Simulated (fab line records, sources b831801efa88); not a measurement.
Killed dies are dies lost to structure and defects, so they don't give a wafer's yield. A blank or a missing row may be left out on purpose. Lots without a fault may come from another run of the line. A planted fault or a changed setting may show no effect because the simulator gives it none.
Which tool did it? | flow gf180mcu | 13 lots, 39 wafers sampled, at 4 steps of a route of 602

WHAT THE GAUGES READ, wafer by wafer
GF_M2_THK_MEAS_06: measures by xrf. Usual: M2_ALCU_THK 447 nm, standard deviation 5.4.
lot  | measured     | on            | M2_ALCU_THK (nm) | flag
L205 | day 18 17:37 | film_metro-02 | 451 449 452      |
L207 | day 19 06:48 | film_metro-02 | 439 439 436      |
L208 | day 19 19:04 | film_metro-02 | 438 439 437      |
L209 | day 20 04:47 | film_metro-03 | 449 453 451      |
L211 | day 21 00:01 | film_metro-01 | 445 447 441      |
L210 | day 21 05:12 | film_metro-03 | 447 448 446      |
L213 | day 21 09:51 | film_metro-02 | 447 450 448      |
L225 | day 26 02:04 | film_metro-01 | 446 441 442      |
L226 | day 26 08:38 | film_metro-01 | 448 454 448      |
L227 | day 26 11:06 | film_metro-02 | 449 450 453      |

GF_M2_OVL_MEAS_15. Usual: M2_OVL 1 nm, standard deviation 5.4.
lot  | measured     | on         | M2_OVL (nm) | flag
L205 | day 19 18:16 | overlay-02 | 3 3 3       |
L207 | day 20 07:00 | overlay-02 | 13 17 14    |
L208 | day 20 19:00 | overlay-01 | 5 6 9       |
L209 | day 21 04:38 | overlay-01 | 0 5 3       |
L211 | day 21 23:20 | overlay-01 | 5 2 -1      |
L210 | day 22 05:18 | overlay-01 | -1 0 -1     |
L213 | day 22 09:06 | overlay-01 | -3 -3 -3    |
L225 | day 26 20:54 | overlay-01 | 1 11 3      |
L226 | day 27 04:58 | overlay-02 | 1 0 3       |
L227 | day 27 07:26 | overlay-01 | 2 -4 -6     |

WHICH TOOL RAN EACH LOT (tool, then ch and the chambers of the sampled wafers, then the start)
lot  | GF_CONTACT_STRIP_18                  | GF_V1_CMP_26
L205 | plasma_asher-02 ch 0,1, day 16 13:13 | cmp-02 ch 0,1, day 18 16:57
L207 | plasma_asher-02 ch 0,1, day 17 01:08 | cmp-01 ch 0,2,3, day 19 06:13
L208 | plasma_asher-02 ch 0,1, day 17 13:33 | cmp-02 ch 0,2,3, day 19 18:28
L209 | plasma_asher-02 ch 0,1, day 17 23:11 | cmp-01 ch 1,2,3, day 20 04:12
L211 | plasma_asher-01 ch 0,1, day 18 18:42 | cmp-02 ch 0,1,2, day 20 23:25
L210 | plasma_asher-01 ch 0,1, day 18 23:27 | cmp-01 ch 2,3, day 21 04:34
L213 | plasma_asher-02 ch 0,1, day 19 04:52 | cmp-01 ch 0,1, day 21 09:14
L220 | plasma_asher-02 ch 0,1, day 21 21:11 | cmp-02 ch 0,1,2, day 23 22:29
L221 | plasma_asher-02 ch 0,1, day 22 07:08 | cmp-02 ch 0,1,3, day 24 09:18
L222 | plasma_asher-02 ch 0,1, day 22 13:44 | cmp-01 ch 0,1,2, day 24 15:20
L225 | plasma_asher-01 ch 0,1, day 23 17:59 | cmp-02 ch 1,2,3, day 26 01:25
L226 | plasma_asher-01 ch 0,1, day 24 04:52 | cmp-01 ch 1,2,3, day 26 07:59
L227 | plasma_asher-02 ch 0,1, day 24 05:55 | cmp-01 ch 2,3, day 26 10:29
- GF_CONTACT_STRIP_18: strips in O2/N2.
- GF_V1_CMP_26: polishes, stops on SiO2, t overpolish 15 s, target thk 0 nm.

WHAT THE TOOLS THEMSELVES READ (means of the sampled wafers that have a number; where no wafer has one, the mark that the record gives instead)
GF_CONTACT_STRIP_18. Usual: drypump_motor_current_A 5.5 A, standard deviation 0.63; heater_power_w 339 W, standard deviation 33; oes_product_au 0.579 a.u., standard deviation 0.0049.
lot  | tool            | drypump_motor_current_A (A) | heater_power_w (W) | oes_product_au (a.u.) | flag
L205 | plasma_asher-02 | 5.6                         | 371                | 0.582                 |
L207 | plasma_asher-02 | 5.6                         | 376                | 0.581                 |
L208 | plasma_asher-02 | 5.1                         | 371                | 0.572                 |
L209 | plasma_asher-02 | 5.6                         | 374                | 0.583                 |
L211 | plasma_asher-01 | 5.6                         | 332                | 0.584                 |
L210 | plasma_asher-01 | 5.6                         | 338                | 0.577                 |
L213 | plasma_asher-02 | 5.6                         | 367                | 0.585                 |
L220 | plasma_asher-02 | 5.1                         | 381                | 0.577                 |
L221 | plasma_asher-02 | 5.1                         | 374                | 0.576                 |
L222 | plasma_asher-02 | 5.6                         | 364                | 0.579                 |
L225 | plasma_asher-01 | 6.0                         | 328                | 0.579                 |
L226 | plasma_asher-01 | 6.0                         | 327                | 0.584                 |
L227 | plasma_asher-02 | 5.6                         | 370                | 0.586                 |

GF_V1_CMP_26. Usual: edge_zone_pressure_frac 1.000, standard deviation 0.0054; head_pressure_psi 3.500 psi, standard deviation 0.0073; motor_current_A 11.2 A, standard deviation 1.4; overpolish_run_s 15.001 s, standard deviation 0.01; platen_rpm 60.00 rpm, standard deviation 0.04; slurry_flow_ml_min 150.0, standard deviation 0.46; time_to_endpoint_s 85.3 s, standard deviation 2.5.
lot  | tool   | edge_zone_pressure_frac | head_pressure_psi (psi) | motor_current_A (A) | overpolish_run_s (s) | platen_rpm (rpm) | slurry_flow_ml_min | time_to_endpoint_s (s) | flag
L205 | cmp-02 | 1.005                   | 3.505                   | 11.3                | 15.000               | 60.01            | 149.7              | 84.8                   |
L207 | cmp-01 | 0.995                   | 3.507                   | 11.2                | 15.005               | 60.01            | 149.9              | 86.7                   |
L208 | cmp-02 | 1.000                   | 3.507                   | 12.5                | 15.005               | 59.95            | 150.2              | 82.6                   |
L209 | cmp-01 | 1.001                   | 3.505                   | 10.9                | 15.003               | 59.98            | 149.8              | 83.9                   |
L211 | cmp-02 | 1.002                   | 3.503                   | 11.2                | 14.986               | 60.02            | 150.3              | 86.0                   |
L210 | cmp-01 | 0.999                   | 3.506                   | 11.5                | 14.997               | 60.01            | 150.3              | 88.2                   |
L213 | cmp-01 | 0.994                   | 3.498                   | 9.6                 | 15.000               | 60.04            | 150.0              | 89.5                   |
L220 | cmp-02 | -                       | -                       | -                   | -                    | -                | -                  | -                      | OFF
L221 | cmp-02 | -                       | -                       | -                   | -                    | -                | -                  | -                      | OFF
L222 | cmp-01 | -                       | -                       | -                   | -                    | -                | -                  | -                      | OFF
L225 | cmp-02 | 0.999                   | 3.498                   | 11.7                | 15.003               | 59.99            | 149.9              | 86.9                   |
L226 | cmp-01 | 1.005                   | 3.497                   | 11.0                | 14.998               | 59.98            | 150.2              | 85.9                   |
L227 | cmp-01 | 0.999                   | 3.505                   | 11.9                | 14.998               | 60.02            | 149.8              | 84.6                   |

THE ANSWER, worked out from the rows above alone
Rule: a lot is off if the mean of its wafers that have a number lies more than 3 standard deviations from the usual mean. A lot without any number at a reading at which 4 lots or more have one is off too. The other lots that the step has rows for count as sound. The gauges are gone through in route order, then the tools' own readings, and for those a lot's mean is taken as printed above. The first step at which some lot is off is used, and at that step the reading that is off furthest; a lot without a number counts as furthest.
Off: L220, L221, L222, at GF_V1_CMP_26 (edge_zone_pressure_frac). Without a number there: L220, L221, L222.
A tool fits if, at that step or a process step before it, it ran every lot that is off, and no sound lot after the first of them. None of those tried fits.

WHAT THE SIMULATOR HAD PUT IN
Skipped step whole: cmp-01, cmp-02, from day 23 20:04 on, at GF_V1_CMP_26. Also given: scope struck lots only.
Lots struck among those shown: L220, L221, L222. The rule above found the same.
